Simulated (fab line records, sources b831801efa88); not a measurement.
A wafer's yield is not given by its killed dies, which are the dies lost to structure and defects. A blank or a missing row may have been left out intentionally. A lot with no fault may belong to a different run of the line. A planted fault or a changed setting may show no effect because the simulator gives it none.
A single fault, viewed from 2 desks ; flow sky130 ; every desk sees just its own numbers, and what lay behind them comes last

## DESK OF THE TOOL OWNER: iline stepper-01
The tool's own readings at SKY_NWELL_EXPOSE_07 (exposes mask NWM, target cd 840 nm): means of the sampled wafers that have a number, for each lot that ran on this tool. Marked OUT: a lot whose mean sits more than 4 standard deviations from the usual mean, which makes it out of limits; the brackets give that distance.
Columns: A = exposure dose mJ cm2 at SKY_NWELL_EXPOSE_07, usual 254.98
lot;first seen here;A
L479;day 4 05:30;254.90
L490;day 6 21:36;279.69 (+85) OUT
L491;day 7 03:16;280.02 (+86) OUT
This desk's verdict: out of limits on L490, L491, starting with L490 at day 6 21:36 (exposure dose mJ cm2 at SKY_NWELL_EXPOSE_07). L479: within limits.

## FROM THE METROLOGY DESK
What the gauges read, lot by lot, whatever tool the lot ran on: means of the sampled wafers that have a number. Marked OUT: a lot whose mean sits more than 4 standard deviations from the usual mean, which makes it out of limits; the brackets give that distance.
Columns: A = PWDE_OVL at SKY_PWDE_OVL_MEAS_07, usual 0.8 nm; B = PWDE_TW at SKY_PWDE_TW_MEAS_10, usual 372
lot;first seen here;A;B
L479;day 3 20:35;2.1;376
L481;day 4 11:32;-0.8;371
L490;day 6 11:17;-1.0;369
L491;day 6 17:43;-0.5;370
L494;day 7 08:20;2.3;368
L498;day 8 06:29;-0.1;369
This desk's finding: nothing out of limits on any of the 6 lots.

## ALL TOGETHER
An alarm could have come from the tool owner's desk at day 6 21:36, on L490, L491.
From the metrology desk's view, nothing was out of limits.
The metrology desk has L490, L491 on record, within its limits.
Of the lots named, all ran SKY_NWELL_EXPOSE_07 on iline stepper-01.

## WHAT HAD BEEN PUT IN BY THE SIMULATOR
Drift in process parameters on iline stepper-01 at SKY_NWELL_EXPOSE_07, starting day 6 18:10. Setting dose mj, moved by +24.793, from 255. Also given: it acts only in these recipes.
Struck lots among those shown: L490, L491.
Hours from the fault's start to each desk's first reading out of limits: the tool owner's desk, 3.
